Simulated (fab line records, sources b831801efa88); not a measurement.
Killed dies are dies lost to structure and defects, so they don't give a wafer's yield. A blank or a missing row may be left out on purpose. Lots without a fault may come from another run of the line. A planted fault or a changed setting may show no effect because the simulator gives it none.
Which tool did it? | flow gf180mcu | 6 lots, 18 wafers sampled, at 2 steps of a route of 602

WHAT THE GAUGES READ, wafer by wafer
GF_MVPSD_TW_MEAS_11.
lot  | measured     | on            | MVPSD_TW
L647 | day 5 06:44  | film_metro-01 | 551 553 552
L650 | day 5 23:46  | film_metro-03 | 551 552 554
L653 | day 6 16:43  | film_metro-03 | 547 548 549
L657 | day 7 18:08  | film_metro-01 | 609 610 606
L666 | day 10 02:28 | film_metro-04 | 547 544 547
L669 | day 10 17:22 | film_metro-01 | 565 560 562

WHICH TOOL RAN EACH LOT (tool, then ch and the chambers of the sampled wafers, then the start)
lot  | GF_MVPSD_IMPLANT_08
L647 | implanter-01 ch 0, day 5 06:20
L650 | implanter-02 ch 0, day 5 23:22
L653 | implanter-03 ch 0, day 6 16:20
L657 | implanter-01 ch 0, day 7 17:46
L666 | implanter-02 ch 0, day 10 02:05
L669 | implanter-02 ch 0, day 10 16:58
- GF_MVPSD_IMPLANT_08

THE ANSWER, worked out from the rows above alone
Rule: what is usual is taken from the lots themselves. Put in order of their means at a reading, lots are off if they are a third of the lots or fewer, leave a main group of 4 or more, and stand apart from it by a gap of 3 or more times the standard deviation of the main group's means; of several such gaps the widest counts. A main group whose means are all the same, to the digits that the tables above print for the reading, isn't used. A lot without any number at a reading at which 4 lots or more have one is off too. The other lots that the step has rows for count as sound.
Off: L657, at GF_MVPSD_TW_MEAS_11 (MVPSD_TW). The main group: mean 552, standard deviation 5.6.
A tool fits if, at a process step before that reading, it ran every lot that is off, and no sound lot after the first of them. The gauges at GF_MVPSD_TW_MEAS_11 are tried like those tools. One fits: implanter-01 at GF_MVPSD_IMPLANT_08. Its last sound lot is L647 (day 5 06:20), its first lot that is off L657 (day 7 17:46): a fault that began between those two fits.

WHAT THE SIMULATOR HAD PUT IN
Process parameter drift: implanter-01, from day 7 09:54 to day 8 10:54, at GF_MVPSD_IMPLANT_08. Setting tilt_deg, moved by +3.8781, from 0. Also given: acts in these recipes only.
Lots struck among those shown: L657. The rule above found the same.
